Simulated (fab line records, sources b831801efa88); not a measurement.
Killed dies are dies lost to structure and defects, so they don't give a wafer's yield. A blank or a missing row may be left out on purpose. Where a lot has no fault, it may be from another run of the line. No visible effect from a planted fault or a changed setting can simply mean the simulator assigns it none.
Which of the tools did it? ; flow sky130 ; 13 lots with 39 wafers sampled at 5 steps, on a route of 708 steps

## WHAT THE GAUGES READ, wafer by wafer
SKY_LDD_P_TW_MEAS_11.
lot;measured;on;LDD_P_TW
L147;day 18 19:31;filmMetro-02;634.4 634.8 632.1
L148;day 19 12:22;filmMetro-01;638.4 639.4 641.4
L149;day 19 17:48;filmMetro-03;631.9 635.6 633.5
L150;day 19 22:18;filmMetro-03;635.9 633.7 636.1
L151;day 20 20:44;filmMetro-03;632.2 634.4 632.6
L153;day 21 13:52;filmMetro-01;631.1 640.5 637.0
L154;day 21 23:04;filmMetro-02;635.4 636.4 636.8
L155;day 22 03:55;filmMetro-01;634.4 632.0 635.9
L159;day 23 12:28;filmMetro-02;634.7 636.7 637.2
L160;day 24 00:02;filmMetro-02;633.9 635.7 632.2
L163;day 25 07:49;filmMetro-01;638.4 639.4 639.3
L165;day 25 16:11;filmMetro-02;633.3 631.7 632.6
L170;day 27 22:30;filmMetro-03;633.8 634.2 631.7

SKY_LDD_HVP_TW_MEAS_10.
lot;measured;on;LDD_HVP_TW
L147;day 21 09:41;filmMetro-03;458.1 455.9 455.0
L148;day 22 02:44;filmMetro-04;451.1 453.1 453.7
L149;day 22 08:22;filmMetro-03;456.7 455.4 455.0
L150;day 22 12:29;filmMetro-03;455.1 457.7 455.5
L151;day 23 10:04;filmMetro-02;459.0 459.1 457.1
L153;day 24 02:04;filmMetro-03;458.5 457.1 458.3
L154;day 24 13:05;filmMetro-02;457.6 455.2 454.5
L155;day 24 17:09;filmMetro-03;456.1 457.3 457.1
L159;day 26 00:21;filmMetro-03;462.0 459.4 460.3
L160;day 26 11:52;filmMetro-04;456.9 458.5 457.4
L163;day 27 18:54;filmMetro-04;454.0 453.4 450.9
L165;day 28 02:14;filmMetro-02;452.8 453.9 452.5
L170;day 30 07:31;filmMetro-03;456.9 458.1 458.3

SKY_POLY_CUT_OVL_MEAS_09.
lot;measured;on;POLY_CUT_OVL (nm)
L147;day 24 03:07;overlay-02;-5 -7 -6
L148;day 24 17:46;overlay-02;2 -6 2
L149;day 24 22:48;overlay-02;2 10 -2
L150;day 25 01:38;overlay-02;-2 -8 -3
L151;day 26 00:12;overlay-01;-2 -7 -3
L153;day 26 14:32;overlay-02;-9 2 -1
L154;day 27 02:01;overlay-01;4 -4 -3
L155;day 27 06:43;overlay-02;-4 -8 -9
L159;day 28 12:37;overlay-02;3 0 -4
L160;day 28 22:18;overlay-02;61 61 60
L163;day 30 04:05;overlay-02;55 52 57
L165;day 30 12:18;overlay-01;-3 -4 8
L170;day 32 18:34;overlay-02;4 -7 -4

SKY_SD_N_OVL_MEAS_08.
lot;measured;on;SD_N_OVL (nm)
L147;day 27 19:28;overlay-01;0.7 0.3 -0.2
L148;day 28 09:09;overlay-02;-1.5 -3.4 -1.4
L149;day 28 14:31;overlay-02;-0.8 -1.9 -0.7
L150;day 28 17:10;overlay-01;-2.3 -1.4 -0.3
L151;day 29 14:30;overlay-01;0.3 -0.9 0.6
L153;day 30 03:43;overlay-01;0.8 -0.3 -0.9
L154;day 30 16:07;overlay-01;2.5 -2.2 -0.3
L155;day 30 19:04;overlay-01;-0.6 -1.1 -1.6
L159;day 31 22:04;overlay-01;-4.0 -2.5 -1.3
L160;day 32 09:43;overlay-01;0.1 0.4 -1.5
L163;day 33 14:31;overlay-02;-3.1 -1.6 -0.9
L165;day 33 21:45;overlay-01;-2.0 -1.5 -2.7
L170;day 36 01:55;overlay-01;-1.4 -1.3 -1.4

## EACH LOT AND THE TOOL THAT RAN IT (in order: tool; ch and the chambers of the sampled wafers; start)
lot;SKY_POLY_CUT_EXPOSE_05
L147;krfScanner-01 ch 0, day 23 11:45
L148;krfScanner-02 ch 0, day 24 02:29
L149;krfScanner-02 ch 0, day 24 07:47
L150;krfScanner-02 ch 0, day 24 11:06
L151;krfScanner-01 ch 0, day 25 09:13
L153;krfScanner-02 ch 0, day 26 00:53
L154;krfScanner-01 ch 0, day 26 11:45
L155;krfScanner-02 ch 0, day 26 15:16
L159;krfScanner-01 ch 0, day 27 21:45
L160;krfScanner-01 ch 0, day 28 08:29
L163;krfScanner-01 ch 0, day 29 15:04
L165;krfScanner-02 ch 0, day 29 22:08
L170;krfScanner-02 ch 0, day 32 05:31
- SKY_POLY_CUT_EXPOSE_05: exposes mask NPCM, target cd 270 nm.

## WHAT THE TOOLS THEMSELVES READ (means of the sampled wafers that have a number; where no wafer has one, the mark that the record gives instead)
SKY_POLY_CUT_EXPOSE_05.
lot;tool;reticleTempC (C)
L147;krfScanner-01;22.93
L148;krfScanner-02;23.00
L149;krfScanner-02;22.99
L150;krfScanner-02;22.96
L151;krfScanner-01;23.05
L153;krfScanner-02;23.08
L154;krfScanner-01;22.98
L155;krfScanner-02;23.14
L159;krfScanner-01;23.10
L160;krfScanner-01;23.05
L163;krfScanner-01;23.14
L165;krfScanner-02;23.08
L170;krfScanner-02;23.03

## THE ANSWER, worked out from the rows above alone
Rule: usual is defined by the lots themselves. The widest of any qualifying gaps counts: lots, ordered by their means at a reading, are off when they make up no more than a third of the lots, leave a main group of 4 or more, and stand apart from it by 3 or more times the standard deviation of that group's means. A main group whose means are all the same, to the digits that the tables above print for the reading, isn't used. Also off: a lot with no number at a reading for which 4 or more lots have one. The other lots that the step has rows for count as sound. After the gauges, taken in route order, come the tools' own readings; for these a lot's mean is taken, as printed above. The first step at which some lot is off is used, and at that step the reading that is off furthest; a lot without a number counts as furthest.
Off: L160, L163, seen at SKY_POLY_CUT_OVL_MEAS_09 (POLY_CUT_OVL). The main group: mean -2 nm, standard deviation 2.9.
If a tool, at a process step before that reading, ran all the lots that are off and no sound lot after the first of them, it fits. Those tools and the gauges at SKY_POLY_CUT_OVL_MEAS_09 are tried in the same way. One fits: SKY_POLY_CUT_EXPOSE_05 on krfScanner-01. Its last sound lot is L159 (day 27 21:45), its first lot that is off L160 (day 28 08:29): a fault that began between those two fits.

## WHAT THE SIMULATOR HAD INSERTED
Scanner matching overlay: krfScanner-01, from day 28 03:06 on, at SKY_POLY_CUT_EXPOSE_05. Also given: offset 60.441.
Lots struck among those shown: L160, L163. This agrees with what the rule above found.
